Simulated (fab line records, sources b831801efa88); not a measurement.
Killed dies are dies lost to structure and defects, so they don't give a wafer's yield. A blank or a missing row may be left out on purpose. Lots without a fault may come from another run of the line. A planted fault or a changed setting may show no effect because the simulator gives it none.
fab line records | flow gf180mcu
record lots=5 wafers=15 last_day=34
route steps=602 shown V4@490 MIM@503 M5@526
lots that met no fault: from a run of the same line without faults
start_h: hours from the record's first day to the start of the lot's first wafer shown | wait_h: hours since the lot's step before | " the same as in the row above | L1.1+2: a row that stands for several wafers | - no value, or no start given | * or withheld: withheld | < > ~ a bound
route shown NAME@n: a module of which the file shows steps, and the number in the route of the first | usual: mean/standard deviation of fault-free wafers | same: alike in all rows | chamber/n: place in a boat | sites: the reading at each site | _std_site: their standard deviation | _edge_site: outer sites' mean less inner sites' | radius_mm: how far each site lies from the wafer's centre | mask NAME#n: copy n | behind: the tool/chamber that last shaped the wafer | hold: why the lot was held/for how many hours/how that ended | device: the transistor (n, p or np) that didn't switch | end of line: the same wafers' tests at the end of the route | a step without rows: its recipe alone | killed: dies lost to structure and defects at the first sort, not the wafer's yield | map: a wafer's dies, x killed, . not, _ none there
set.NAME: the setting as run; set.NAME@STEP: as run at that earlier step | model.NAME: the simulator's own value behind a step, which no gauge read
lots at some steps of the route; a table a step, a row a wafer
services: from which hour (start_h, from the record's first day; less than 0 if before it) a tool's chamber was out of use, for how many hours, and why
## steps
# step GF_V4_CD_MEAS_14
# recipe target_cd_nm=260
# usual cd_nm=259.7/1.3
# columns lot.wafer tool chamber start_h wait_h cd_nm
L078.2 cd_sem-02 - 602.59 0.1 260.5
L078.3 " - " " 260.9
L078.5 " - " " 261.1
L082.2 cd_sem-01 - 635.90 0.1 261.5
L082.4 " - " " 259.8
L082.6 " - " " 260.8
L088.1 cd_sem-01 - 677.43 0.1 261.2
L088.2 " - " " 261.5
L088.3 " - " " 261.9
L095.1 cd_sem-01 - 719.21 0.1 259.4
L095.2 " - " " 258.7
L095.3 " - " " 258.8
L097.1 cd_sem-01 - 733.02 0.1 258.0
L097.5 " - " " 259.4
L097.6 " - " " 258.9
# step GF_V4_OVL_MEAS_15
# usual V4_OVL=0/6.6
# columns lot.wafer tool chamber start_h wait_h V4_OVL[nm]
L078.2 overlay-02 - 602.69 0.1 5
L078.3 " - " " 3
L078.5 " - " " 4
L082.2 overlay-02 - 636.00 0.1 4
L082.4 " - " " 3
L082.6 " - " " 1
L088.1 overlay-01 - 677.55 0.1 16
L088.2 " - " " 13
L088.3 " - " " 15
L095.1 overlay-01 - 719.33 0.1 3
L095.2 " - " " 14
L095.3 " - " " 9
L097.1 overlay-01 - 733.14 0.1 -1
L097.5 " - " " 0
L097.6 " - " " -5
# step GF_V4_ETCH_16
# recipe chemistry=N2/H2 target_depth_a=withheld overetch_a=withheld time_s=withheld target=BARC ion_energy_ev=200 source_w=500 bias_w=100 pressure_mtorr=30 n2_flow_sccm=100 h2_flow_sccm=200
# usual drypump_motor_current_A=5.6/0.35 oes_product_au=0.854/0.0046 throttle_valve_pct=13.223/0.0085
# columns lot.wafer tool chamber start_h wait_h drypump_motor_current_A oes_product_au throttle_valve_pct
L078.2 rie_diel-01 2 602.72 0.0 4.9 0.847 13.229
L078.3 " 0 " " 5.2 0.855 13.239
L078.5 " 1 " " 6.1 0.853 13.220
L082.2 rie_diel-03 1 636.03 0.0 5.5 0.861 13.212
L082.4 " 2 " " 6.0 0.861 13.228
L082.6 " 1 " " 5.5 0.844 13.224
L088.1 rie_diel-03 2 677.58 0.0 6.0 0.854 13.216
L088.2 " 1 " " 5.5 0.850 13.225
L088.3 " 3 " " 5.7 0.847 13.238
L095.1 rie_diel-02 1 719.36 0.0 5.6 0.849 13.220
L095.2 " 0 " " 5.7 0.858 13.218
L095.3 " 3 " " 5.5 0.857 13.221
L097.1 rie_diel-02 2 733.17 0.0 5.9 0.859 13.212
L097.5 " 3 " " 5.5 0.858 13.209
L097.6 " 2 " " 5.9 0.840 13.218
# step GF_V4_ETCH_17
# recipe chemistry=C4F8/O2/Ar mask_material=KrF target=SiO2 stop_on=TiN source_w=1500 bias_w=1200 pressure_mtorr=40 c4f8_flow_sccm=withheld O2_flow_sccm=6 Ar_flow_sccm=300 time_s=withheld target_depth_a=6300
# usual oes_product_au=0.856/0.0046
# columns lot.wafer tool chamber start_h wait_h oes_product_au
L078.2 rie_diel-01 2 - - 0.862
L078.3 " 0 " " 0.850
L078.5 " 1 " " 0.860
L082.2 rie_diel-03 1 - - 0.855
L082.4 " 2 " " 0.856
L082.6 " 1 " " 0.858
L088.1 rie_diel-03 2 - - 0.855
L088.2 " 1 " " 0.859
L088.3 " 3 " " 0.858
L095.1 rie_diel-02 1 - - 0.853
L095.2 " 0 " " 0.854
L095.3 " 3 " " 0.865
L097.1 rie_diel-02 2 - - 0.864
L097.5 " 3 " " 0.854
L097.6 " 2 " " 0.845
# step GF_V4_STRIP_18
# recipe chemistry=O2/N2 power_w=1400 pressure_mtorr=1500 platen_temp_c=250 o2_flow_sccm=3000 n2_flow_sccm=300 overash_fraction=0.5
# usual drypump_motor_current_A=5.7/0.32 heater_power_w=326/29 oes_product_au=0.592/0.0043
# columns lot.wafer tool chamber start_h wait_h drypump_motor_current_A heater_power_w oes_product_au rf_hours_counter_h
L078.2 plasma_asher-04 0 602.85 - 5.7 357 0.583 80
L078.3 " 0 " " 5.7 355 0.597 -
L078.5 " 0 " " 5.7 349 0.590 -
L082.2 plasma_asher-01 0 636.16 - 5.5 281 0.594 106
L082.4 " 0 " " 5.5 279 0.586 -
L082.6 " 0 " " 5.5 276 0.595 -
L088.1 plasma_asher-02 0 677.71 - 5.7 311 0.596 62
L088.2 " 1 " " 5.8 334 0.584 62
L088.3 " 1 " " 5.8 329 0.586 -
L095.1 plasma_asher-01 1 719.49 - 6.3 357 0.593 112
L095.2 " 0 " " 5.5 275 0.586 112
L095.3 " 1 " " 6.3 362 0.593 -
L097.1 plasma_asher-02 0 733.30 - 5.7 310 0.589 68
L097.5 " 1 " " 5.9 335 0.594 -
L097.6 " 0 " " 5.7 312 0.591 -
# step GF_V4_STRIP_19
# recipe chemistry=post_etch_residue_remover time_s=1200 temp_c=72.5
# columns lot.wafer tool chamber start_h wait_h
L078.2+3+5 wet_bench-04 1 602.95 0.1
L082.2+4+6 wet_bench-03 0 636.26 0.1
L088.1+2+3 wet_bench-04 0 677.81 0.1
L095.1+2+3 wet_bench-03 2 719.59 0.1
L097.1+5+6 wet_bench-04 0 733.40 0.1
# step GF_V4_CLEAN_20
# recipe chemistry=DIW dry=n2_spin
# columns lot.wafer tool chamber start_h wait_h
L078.2+3+5 wet_bench-03 3 603.29 0.0
L082.2+4+6 wet_bench-01 3 636.60 0.0
L088.1+2+3 wet_bench-03 3 678.15 0.0
L095.1+2+3 wet_bench-04 1 719.93 0.0
L097.1+5+6 wet_bench-03 2 733.77 0.0
# step GF_V4_SPUTTER_21
# recipe material=Ti target_thk_nm=15 chamber_pressure_pa=5 power_w=2500 substrate_temp_c=200 time_s=80.02
# usual throttle_valve_pct=30.6/1.3
# columns lot.wafer tool chamber start_h wait_h throttle_valve_pct
L078.2 pvd_sputter-03 - 603.39 0.0 32.4
L078.3 " - " " 30.0
L078.5 " - " " 30.2
L082.2 pvd_sputter-03 - 636.70 0.0 30.3
L082.4 " - " " 31.0
L082.6 " - " " 32.7
L088.1 pvd_sputter-03 - 678.25 0.0 31.3
L088.2 " - " " 30.1
L088.3 " - " " 32.5
L095.1 pvd_sputter-04 - 720.02 0.0 29.2
L095.2 " - " " 30.4
L095.3 " - " " 31.5
L097.1 pvd_sputter-02 - 733.87 0.0 28.3
L097.5 " - " " 33.3
L097.6 " - " " 28.3
# step GF_V4_SPUTTER_22
# recipe material=TiN target_thk_nm=10 chamber_pressure_pa=5 power_w=4000 time_s=40
# usual throttle_valve_pct=30.6/1.3
# columns lot.wafer tool chamber start_h wait_h throttle_valve_pct
L078.2 pvd_sputter-03 - 603.45 0.0 32.5
L078.3 " - " " 30.2
L078.5 " - " " 30.1
L082.2 pvd_sputter-03 - 636.76 0.0 30.2
L082.4 " - " " 31.2
L082.6 " - " " 32.5
L088.1 pvd_sputter-03 - 678.31 0.0 31.2
L088.2 " - " " 30.2
L088.3 " - " " 32.4
L095.1 pvd_sputter-04 - 720.09 0.0 29.2
L095.2 " - " " 30.3
L095.3 " - " " 31.2
L097.1 pvd_sputter-02 - 733.93 0.0 28.5
L097.5 " - " " 33.6
L097.6 " - " " 28.3
# step GF_V4_CVD_23
# recipe material=W target_thk_nm=350 time_s=104.9 temp_c=400 pressure_torr=40
# usual heater_power_w=811/81
# columns lot.wafer tool chamber start_h wait_h heater_power_w
L078.2 cvd_w-01 1 603.49 0.0 865
L078.3 " 0 " " 892
L078.5 " 1 " " 887
L082.2 cvd_w-02 1 636.80 0.0 741
L082.4 " 0 " " 724
L082.6 " 0 " " 725
L088.1 cvd_w-01 0 678.35 0.0 904
L088.2 " 1 " " 892
L088.3 " 1 " " 894
L095.1 cvd_w-01 0 720.12 0.0 903
L095.2 " 1 " " 900
L095.3 " 1 " " 898
L097.1 cvd_w-02 1 733.97 0.0 783
L097.5 " 1 " " 754
L097.6 " 0 " " 707
# step GF_V4_RS_MEAS_24
# recipe thk_meas_gauge=four-point-probe reads=W_of_V4_CVD_23+TiN_of_V4_SPUTTER_22+Ti_of_V4_SPUTTER_21
# usual V4_W_RS=0.327/0.0045
# columns lot.wafer tool chamber start_h wait_h V4_W_RS[ohm/sq]
L078.2 film_metro-01 - 603.63 0.1 0.330
L078.3 " - " " 0.327
L078.5 " - " " 0.328
L082.2 film_metro-01 - 636.93 0.1 0.320
L082.4 " - " " 0.320
L082.6 " - " " 0.319
L088.1 film_metro-03 - 678.46 0.1 0.332
L088.2 " - " " 0.334
L088.3 " - " " 0.332
L095.1 film_metro-04 - 720.25 0.1 0.330
L095.2 " - " " 0.328
L095.3 " - " " 0.332
L097.1 film_metro-01 - 734.08 0.1 0.321
L097.5 " - " " 0.322
L097.6 " - " " 0.319
# step GF_V4_THK_MEAS_25
# recipe thk_meas_gauge=xrf reads=W_of_V4_CVD_23
# usual V4_W_THK=358/5.7
# columns lot.wafer tool chamber start_h wait_h V4_W_THK[nm]
L078.2 film_metro-01 - 603.74 0.1 358
L078.3 " - " " 361
L078.5 " - " " 358
L082.2 film_metro-01 - 637.04 0.1 364
L082.4 " - " " 366
L082.6 " - " " 367
L088.1 film_metro-03 - 678.58 0.1 355
L088.2 " - " " 353
L088.3 " - " " 358
L095.1 film_metro-04 - 720.37 0.1 356
L095.2 " - " " 356
L095.3 " - " " 356
L097.1 film_metro-01 - 734.20 0.1 363
L097.5 " - " " 364
L097.6 " - " " 366
# step GF_V4_CMP_26
# recipe stop_on=SiO2 down_force_psi=3.5 platen_rpm=60 t_overpolish_s=15 target_thk_nm=0 pad_velocity_m_s=0.94248
# usual edge_zone_pressure_frac=1.000/0.0048 motor_current_A=10.4/0.84 overpolish_run_s=15.000/0.0094 retaining_ring_pressure_frac=1.000/0.0046 time_to_endpoint_s=85/3.4
# columns lot.wafer tool chamber start_h wait_h edge_zone_pressure_frac motor_current_A overpolish_run_s retaining_ring_pressure_frac time_to_endpoint_s
L078.2 cmp-01 2 603.79 0.0 1.006 10.0 15.008 1.003 81
L078.3 " 3 " " 1.008 11.3 14.984 0.998 85
L078.5 " 3 " " 1.000 11.2 14.990 1.006 85
L082.4 cmp-01 0 637.09 0.0 1.000 11.2 14.978 1.007 89
L082.2 " 1 " " 1.007 11.9 14.991 1.004 89
L082.6 " 0 " " 1.002 10.5 15.001 0.996 90
L088.2 cmp-02 2 678.64 0.0 1.001 9.4 15.009 0.994 83
L088.3 " 3 " " 1.002 11.1 14.985 1.004 83
L088.1 " 1 " " 1.006 10.2 15.002 1.007 86
L095.3 cmp-02 2 720.43 0.0 1.006 9.5 15.006 1.001 84
L095.2 " 3 " " 1.000 10.7 15.010 0.998 92
L095.1 " 1 " " 0.998 10.9 14.994 1.010 90
L097.1 cmp-01 1 734.26 0.1 0.994 11.4 14.996 1.002 85
L097.6 " 1 " " 0.995 12.3 14.996 1.009 83
L097.5 " 2 " " 0.994 9.7 14.995 0.995 79
# step GF_MIM_SPUTTER_00
# recipe material=Ti target_thk_nm=37.5 arriving_ion_energy_ev=80 substrate_temp_c=200 chamber_pressure_pa=2 power_w=4000 time_s=150
# usual throttle_valve_pct=30.4/1.2
# columns lot.wafer tool chamber start_h wait_h throttle_valve_pct
L078.2 pvd_sputter-01 - 604.09 0.2 29.6
L078.3 " - " " 28.6
L078.5 " - " " 28.9
L082.2 pvd_sputter-03 - 637.39 0.2 30.0
L082.4 " - " " 30.1
L082.6 " - " " 32.7
L088.1 pvd_sputter-04 - 678.94 0.1 30.3
L088.2 " - " " 29.1
L088.3 " - " " 29.4
L095.1 pvd_sputter-03 - 720.73 0.1 31.1
L095.2 " - " " 30.2
L095.3 " - " " 30.2
L097.1 pvd_sputter-04 - 734.56 0.2 29.6
L097.5 " - " " 29.6
L097.6 " - " " 28.9
# step GF_MIM_SPUTTER_01
# recipe material=TiN target_thk_nm=30 power_w=6500 time_s=25 chamber_pressure_pa=0.4
# usual throttle_valve_pct=30.3/1.2
# columns lot.wafer tool chamber start_h wait_h throttle_valve_pct
L078.2 pvd_sputter-01 - 604.19 0.1 29.5
L078.3 " - " " 28.6
L078.5 " - " " 28.7
L082.2 pvd_sputter-03 - 637.49 0.1 30.3
L082.4 " - " " 30.1
L082.6 " - " " 32.6
L088.1 pvd_sputter-04 - 679.04 0.1 30.4
L088.2 " - " " 29.1
L088.3 " - " " 29.7
L095.1 pvd_sputter-03 - 720.83 0.1 31.2
L095.2 " - " " 30.3
L095.3 " - " " 30.3
L097.1 pvd_sputter-04 - 734.66 0.1 29.5
L097.5 " - " " 29.9
L097.6 " - " " 28.9
# step GF_MIM_SPUTTER_02
# recipe material=AlCu target_thk_nm=450 power_w=10600 time_s=23.9 chamber_pressure_pa=0.4
# usual throttle_valve_pct=30.4/1.2
# columns lot.wafer tool chamber start_h wait_h throttle_valve_pct
L078.2 pvd_sputter-01 - 604.22 0.0 29.4
L078.3 " - " " 28.7
L078.5 " - " " 28.6
L082.2 pvd_sputter-03 - 637.52 0.0 30.0
L082.4 " - " " 30.2
L082.6 " - " " 32.4
L088.1 pvd_sputter-04 - 679.07 0.0 30.3
L088.2 " - " " 28.8
L088.3 " - " " 29.5
L095.1 pvd_sputter-03 - 720.86 0.0 31.1
L095.2 " - " " 30.2
L095.3 " - " " 30.1
L097.1 pvd_sputter-04 - 734.69 0.0 29.8
L097.5 " - " " 29.6
L097.6 " - " " 29.1
# step GF_MIM_SPUTTER_03
# recipe material=Ti target_thk_nm=10 substrate_temp_c=300 chamber_pressure_pa=0.3 power_w=3000 time_s=6.7
# usual throttle_valve_pct=30.4/1.2
# columns lot.wafer tool chamber start_h wait_h throttle_valve_pct
L078.2 pvd_sputter-01 - 604.25 0.0 29.8
L078.3 " - " " 28.9
L078.5 " - " " 28.8
L082.2 pvd_sputter-03 - 637.55 0.0 29.9
L082.4 " - " " 30.2
L082.6 " - " " 32.4
L088.1 pvd_sputter-04 - 679.10 0.0 30.3
L088.2 " - " " 28.8
L088.3 " - " " 29.6
L095.1 pvd_sputter-03 - 720.89 0.0 31.1
L095.2 " - " " 30.2
L095.3 " - " " 30.1
L097.1 pvd_sputter-04 - 734.72 0.0 29.6
L097.5 " - " " 30.0
L097.6 " - " " 29.0
# step GF_MIM_SPUTTER_04
# recipe material=TiN target_thk_nm=50 power_w=6500 time_s=41.7 chamber_pressure_pa=0.4
# usual throttle_valve_pct=30.4/1.2
# columns lot.wafer tool chamber start_h wait_h throttle_valve_pct
L078.2 pvd_sputter-01 - 604.27 0.0 29.8
L078.3 " - " " 28.7
L078.5 " - " " 28.5
L082.2 pvd_sputter-03 - 637.57 0.0 30.3
L082.4 " - " " 30.3
L082.6 " - " " 32.6
L088.1 pvd_sputter-04 - 679.12 0.0 30.3
L088.2 " - " " 28.8
L088.3 " - " " 29.8
L095.1 pvd_sputter-03 - 720.92 0.0 31.1
L095.2 " - " " 30.2
L095.3 " - " " 30.1
L097.1 pvd_sputter-04 - 734.74 0.0 29.4
L097.5 " - " " 30.0
L097.6 " - " " 29.0
# step GF_MIM_CVD_05
# recipe material=Si3N4 target_thk_nm=42 temp_max_c=400 temp_c=385 time_s=29.086 rf_w=450
# usual heater_power_w=649/88
# columns lot.wafer tool chamber start_h wait_h heater_power_w
L078.2 pecvd-01 2 604.31 0.0 696
L078.3 " 1 " " 713
L078.5 " 2 " " 708
L082.2 pecvd-01 0 637.61 0.0 596
L082.4 " 0 " " 590
L082.6 " 1 " " 676
L088.1 pecvd-02 2 679.16 0.0 599
L088.2 " 0 " " 750
L088.3 " 1 " " 485
L095.1 pecvd-03 2 720.95 0.0 785
L095.2 " 0 " " 646
L095.3 " 1 " " 595
L097.1 pecvd-01 0 734.78 0.0 632
L097.5 " 0 " " 651
L097.6 " 1 " " 649
# step GF_MIM_THK_MEAS_06
# recipe reads=Si3N4_of_MIM_CVD_05
# usual MIM_CVD_05_THK=41.9/0.59
# columns lot.wafer tool chamber start_h wait_h MIM_CVD_05_THK[nm]
L078.2 film_metro-04 - 604.35 0.0 41.5
L078.3 " - " " 41.3
L078.5 " - " " 42.1
L082.2 film_metro-04 - 637.65 0.0 41.3
L082.4 " - " " 41.8
L082.6 " - " " 42.1
L088.1 film_metro-04 - 679.19 0.0 41.7
L088.2 " - " " 41.1
L088.3 " - " " 40.6
L095.1 film_metro-04 - 720.99 0.0 41.9
L095.2 " - " " 42.1
L095.3 " - " " 42.4
L097.1 film_metro-02 - 734.81 0.0 41.7
L097.5 " - " " 42.5
L097.6 " - " " 42.4
# step GF_MIM_SPUTTER_07
# recipe material=TiN target_thk_nm=60 power_w=6500 time_s=50 chamber_pressure_pa=0.4
# usual throttle_valve_pct=30.2/1.2
# columns lot.wafer tool chamber start_h wait_h throttle_valve_pct
L078.2 pvd_sputter-04 - 604.40 0.0 29.3
L078.3 " - " " 28.9
L078.5 " - " " 29.3
L082.2 pvd_sputter-04 - 637.70 0.0 30.3
L082.4 " - " " 31.3
L082.6 " - " " 29.0
L088.1 pvd_sputter-03 - 679.25 0.1 30.2
L088.2 " - " " 31.0
L088.3 " - " " 32.4
L095.1 pvd_sputter-04 - 721.05 0.1 30.3
L095.2 " - " " 31.5
L095.3 " - " " 29.0
L097.1 pvd_sputter-01 - 734.87 0.1 29.8
L097.5 " - " " 32.2
L097.6 " - " " 28.6
# step GF_MIM_SPUTTER_08
# recipe material=AlCu target_thk_nm=200 power_w=10600 time_s=10.6 chamber_pressure_pa=0.4
# usual throttle_valve_pct=30.3/1.1
# columns lot.wafer tool chamber start_h wait_h throttle_valve_pct
L078.2 pvd_sputter-04 - 604.44 0.0 29.5
L078.3 " - " " 29.0
L078.5 " - " " 29.0
L082.2 pvd_sputter-04 - 637.75 0.0 30.4
L082.4 " - " " 31.1
L082.6 " - " " 29.2
L088.1 pvd_sputter-03 - 679.30 0.0 30.2
L088.2 " - " " 31.2
L088.3 " - " " 32.5
L095.1 pvd_sputter-04 - 721.09 0.0 30.4
L095.2 " - " " 31.3
L095.3 " - " " 28.9
L097.1 pvd_sputter-01 - 734.92 0.0 29.9
L097.5 " - " " 31.8
L097.6 " - " " 28.7
# step GF_MIM_SPUTTER_09
# recipe material=TiN target_thk_nm=35 power_w=6500 time_s=29.2 chamber_pressure_pa=0.4
# usual throttle_valve_pct=30.3/1.1
# columns lot.wafer tool chamber start_h wait_h throttle_valve_pct
L078.2 pvd_sputter-04 - 604.47 0.0 29.7
L078.3 " - " " 29.1
L078.5 " - " " 29.1
L082.2 pvd_sputter-04 - 637.77 0.0 30.4
L082.4 " - " " 31.3
L082.6 " - " " 29.2
L088.1 pvd_sputter-03 - 679.32 0.0 30.2
L088.2 " - " " 31.0
L088.3 " - " " 32.2
L095.1 pvd_sputter-04 - 721.11 0.0 30.2
L095.2 " - " " 31.2
L095.3 " - " " 29.2
L097.1 pvd_sputter-01 - 734.94 0.0 30.0
L097.5 " - " " 31.7
L097.6 " - " " 28.8
# step GF_MIM_RS_MEAS_10
# recipe thk_meas_gauge=four-point-probe reads=TiN_of_MIM_SPUTTER_09+AlCu_of_MIM_SPUTTER_08+TiN_of_MIM_SPUTTER_07
# usual MIM_ALCU_RS=0.1599/0.0019
# columns lot.wafer tool chamber start_h wait_h MIM_ALCU_RS[ohm/sq]
L078.2 film_metro-01 - 604.52 0.0 0.1595
L078.3 " - " " 0.1612
L078.5 " - " " 0.1602
L082.2 film_metro-01 - 637.82 0.0 0.1555
L082.4 " - " " 0.1588
L082.6 " - " " 0.1587
L088.1 film_metro-01 - 679.36 0.0 0.1602
L088.2 " - " " 0.1612
L088.3 " - " " 0.1620
L095.1 film_metro-01 - 721.15 0.0 0.1558
L095.2 " - " " 0.1603
L095.3 " - " " 0.1583
L097.1 film_metro-01 - 734.97 0.0 0.1623
L097.5 " - " " 0.1627
L097.6 " - " " 0.1611
# step GF_MIM_THK_MEAS_11
# recipe thk_meas_gauge=xrf reads=AlCu_of_MIM_SPUTTER_08
# usual MIM_ALCU_THK=201.9/2.6
# columns lot.wafer tool chamber start_h wait_h MIM_ALCU_THK[nm]
L078.2 film_metro-01 - 604.63 0.1 201.5
L078.3 " - " " 199.6
L078.5 " - " " 200.3
L082.2 film_metro-01 - 637.93 0.1 208.9
L082.4 " - " " 203.9
L082.6 " - " " 204.4
L088.1 film_metro-01 - 679.48 0.1 201.9
L088.2 " - " " 199.2
L088.3 " - " " 198.7
L095.1 film_metro-01 - 721.27 0.1 207.4
L095.2 " - " " 202.3
L095.3 " - " " 205.0
L097.1 film_metro-01 - 735.09 0.1 198.8
L097.5 " - " " 199.0
L097.6 " - " " 200.3
# step GF_MIM_DEHYDRATE_12
# recipe temp_c=200 time_s=60
# columns lot.wafer tool chamber start_h wait_h
L078.2+3+5 litho_track-03 0 614.45 9.8
L082.2+4+6 litho_track-01 0 647.04 9.1
L088.1+2+3 litho_track-04 0 688.51 9.0
L095.1+2+3 litho_track-03 0 729.83 8.5
L097.1+5+6 litho_track-04 0 743.05 8.0
# step GF_MIM_HMDS_13
# recipe prime_time_s=60 prime_temp_c=120
# columns lot.wafer tool chamber start_h wait_h
L078.2+3+5 litho_track-03 0 614.60 0.1
L082.2+4+6 litho_track-01 0 647.19 0.1
L088.1+2+3 litho_track-04 0 688.66 0.1
L095.1+2+3 litho_track-03 0 729.98 0.1
L097.1+5+6 litho_track-04 0 743.20 0.1
# step GF_MIM_COAT_14
# recipe resist=NOVOLAK spin_rpm=3000 resist_thk_nm=1000
# columns lot.wafer tool chamber start_h wait_h
L078.2+3+5 litho_track-03 0 614.75 0.1
L082.2+4+6 litho_track-01 0 647.34 0.1
L088.1+2+3 litho_track-04 0 688.81 0.1
L095.1+2+3 litho_track-03 0 730.13 0.1
L097.1+5+6 litho_track-04 0 743.35 0.1
# step GF_MIM_SOFTBAKE_15
# recipe temp_c=90 time_s=60 resist=NOVOLAK
# columns lot.wafer tool chamber start_h wait_h
L078.2+3+5 litho_track-03 0 614.90 0.1
L082.2+4+6 litho_track-01 0 647.49 0.1
L088.1+2+3 litho_track-04 0 688.96 0.1
L095.1+2+3 litho_track-03 0 730.28 0.1
L097.1+5+6 litho_track-04 0 743.50 0.1
# step GF_MIM_EXPOSE_16
# recipe mask_id=FuseTop target_cd_nm=2000 na=0.6 source_shape=conventional sigma_outer=0.6 dose_mj=140
# same sigma_outer=0.6
# columns lot.wafer tool chamber start_h wait_h mask
L078.2+3+5 iline_stepper-02 0 - - FuseTop#0
L082.2+4+6 iline_stepper-02 0 - - FuseTop#0
L088.1+2+3 iline_stepper-01 0 - - FuseTop#0
L095.1+2+3 iline_stepper-02 0 - - FuseTop#0
L097.1+5+6 iline_stepper-02 0 - - FuseTop#0
# step GF_MIM_PEB_17
# recipe temp_c=withheld time_s=* resist=NOVOLAK
# columns lot.wafer tool chamber start_h wait_h
L078.2+3+5 litho_track-01 0 - -
L082.2+4+6 litho_track-04 0 - -
L088.1+2+3 litho_track-04 0 - -
L095.1+2+3 litho_track-01 0 - -
L097.1+5+6 litho_track-04 0 - -
# step GF_MIM_DEVELOP_18
# recipe develop_time_s=60 dev_temp_c=23
# columns lot.wafer tool chamber start_h wait_h
L078.2+3+5 litho_track-01 0 624.64 0.1
L082.2+4+6 litho_track-04 0 657.33 0.1
L088.1+2+3 litho_track-04 0 698.61 0.1
L095.1+2+3 litho_track-01 0 738.62 0.1
L097.1+5+6 litho_track-04 0 751.50 0.1
# step GF_MIM_METAL_ETCH_19
# recipe chemistry=Cl2/BCl3 mask_material=NOVOLAK stop_on=Si3N4 target_depth_nm=324.5 pressure_mtorr=8 icp_w=800 bias_w=140 Cl2_flow_sccm=80 bcl3_flow_sccm=40 time_s=54.1
# usual bcl3_flow_sccm=39.98/0.12 drypump_motor_current_A=5.7/0.32 he_backside_leak_sccm=3.39/0.27 oes_product_au=0.942/0.0066 throttle_valve_pct=28.284/0.011
# columns lot.wafer tool chamber start_h wait_h bcl3_flow_sccm drypump_motor_current_A he_backside_leak_sccm oes_product_au rf_hours_counter_h throttle_valve_pct
L078.2 rie_metal-03 1 624.77 0.1 39.92 5.9 3.53 0.947 13 28.283
L078.3 " 1 " " 40.00 5.9 3.19 0.942 - 28.290
L078.5 " 1 " " 40.06 5.9 3.36 0.945 - 28.300
L082.2 rie_metal-03 1 657.46 0.1 39.93 5.9 3.31 0.950 13 28.267
L082.4 " 1 " " 39.96 5.9 3.32 0.941 - 28.298
L082.6 " 0 " " 39.99 5.6 3.09 0.944 - 28.292
L088.1 rie_metal-04 1 698.76 0.1 40.05 5.2 3.36 0.943 2 28.276
L088.2 " 0 " " 39.96 6.2 5.64 0.938 8 28.286
L088.3 " 0 " " 40.10 6.2 3.52 0.939 - 28.277
L095.1 rie_metal-03 1 738.77 0.1 40.11 5.9 3.46 0.960 2 28.269
L095.2 " 0 " " 39.97 5.5 3.27 0.937 6 28.291
L095.3 " 0 " " 39.93 5.6 3.23 0.939 - 28.276
L097.1 rie_metal-04 1 751.65 0.1 40.04 5.2 3.25 0.941 4 28.293
L097.5 " 0 " " 39.80 6.2 3.25 0.936 - 28.290
L097.6 " 1 " " 39.83 5.3 3.28 0.942 - 28.284
# step GF_MIM_STRIP_20
# recipe chemistry=O2/N2 power_w=1400 pressure_mtorr=1500 platen_temp_c=250 o2_flow_sccm=3000 n2_flow_sccm=300 overash_fraction=0.5
# usual drypump_motor_current_A=5.75/0.2 heater_power_w=344/34 oes_product_au=0.692/0.005 strip_time_to_endpoint_s=11.22/0.062
# columns lot.wafer tool chamber start_h wait_h drypump_motor_current_A heater_power_w oes_product_au rf_hours_counter_h strip_time_to_endpoint_s
L078.2 plasma_asher-01 0 624.84 0.0 5.47 269 0.688 105 11.13
L078.3 " 1 " " 6.26 351 0.689 - 11.14
L078.5 " 1 " " 6.26 356 0.685 - 11.12
L082.2 plasma_asher-02 0 657.53 0.0 5.69 312 0.678 59 11.21
L082.4 " 0 " " 5.67 312 0.682 - 11.17
L082.6 " 1 " " 5.80 326 0.699 - 11.23
L088.1 plasma_asher-03 1 698.83 0.0 5.67 361 0.697 27 11.23
L088.2 " 0 " " 5.67 379 0.692 27 11.22
L088.3 " 0 " " 5.66 386 0.688 - 11.18
L095.1 plasma_asher-03 0 738.84 0.0 5.69 389 0.695 31 11.19
L095.2 " 1 " " 5.65 358 0.686 31 11.19
L095.3 " 0 " " 5.68 376 0.690 - 11.16
L097.1 plasma_asher-02 0 751.72 0.0 5.68 308 0.691 71 11.22
L097.5 " 0 " " 5.66 327 0.688 - 11.27
L097.6 " 1 " " 5.92 325 0.693 - 11.28
# step GF_MIM_STRIP_21
# recipe chemistry=post_etch_residue_remover time_s=1200 temp_c=72.5
# columns lot.wafer tool chamber start_h wait_h
L078.2+3+5 wet_bench-03 1 624.94 0.1
L082.2+4+6 wet_bench-01 0 657.63 0.1
L088.1+2+3 wet_bench-01 0 698.93 0.1
L095.1+2+3 wet_bench-03 0 738.94 0.1
L097.1+5+6 wet_bench-02 1 751.82 0.1
# step GF_MIM_CLEAN_22
# recipe chemistry=DIW dry=n2_spin
# columns lot.wafer tool chamber start_h wait_h
L078.2+3+5 wet_bench-01 3 625.31 0.0
L082.2+4+6 wet_bench-03 2 658.00 0.0
L088.1+2+3 wet_bench-02 3 699.30 0.0
L095.1+2+3 wet_bench-01 0 739.28 0.0
L097.1+5+6 wet_bench-01 1 752.17 0.0
# step GF_M5_DEHYDRATE_00
# recipe temp_c=200 time_s=60
# columns lot.wafer tool chamber start_h wait_h
L078.2+3+5 litho_track-02 0 635.13 9.7
L082.2+4+6 litho_track-04 0 667.53 9.4
L088.1+2+3 litho_track-04 0 708.00 8.6
L095.1+2+3 litho_track-04 0 747.15 7.8
L097.1+5+6 litho_track-04 0 759.95 7.7
# step GF_M5_HMDS_01
# recipe prime_time_s=60 prime_temp_c=120
# columns lot.wafer tool chamber start_h wait_h
L078.2+3+5 litho_track-02 0 635.28 0.1
L082.2+4+6 litho_track-04 0 667.68 0.1
L088.1+2+3 litho_track-04 0 708.15 0.1
L095.1+2+3 litho_track-04 0 747.30 0.1
L097.1+5+6 litho_track-04 0 760.10 0.1
## services
# columns tool chamber start_h hours kind
rie_diel-02 1 588.51 8.3 repair
rie_metal-03 - 599.46 1.1 repair
pecvd-01 - 605.91 2.9 repair
cmp-01 - 609.24 13.1 pm
rie_diel-02 2 609.78 20.7 repair
wet_bench-04 - 619.37 0.5 repair
pvd_sputter-03 - 629.24 4.1 repair
wet_bench-04 - 632.14 0.6 repair
rie_metal-03 - 639.08 14.6 pm
rie_diel-03 1 640.99 3.8 repair
iline_stepper-02 - 653.41 0.6 repair
rie_diel-03 3 660.58 13.5 repair
plasma_asher-01 - 665.03 24.9 repair
rie_diel-02 1 665.21 1.7 repair
pecvd-01 - 665.70 0.8 repair
rie_metal-03 0 670.47 19.8 repair
wet_bench-01 - 681.68 1.9 repair
rie_metal-03 - 697.59 2.7 repair
pvd_sputter-04 - 699.33 1.4 repair
iline_stepper-02 - 709.50 4.8 repair
cvd_w-01 1 713.34 4.7 repair
iline_stepper-02 - 717.51 1.7 pm
rie_diel-02 0 731.61 7.7 repair
rie_diel-03 3 741.53 6.8 repair
## key
fault none
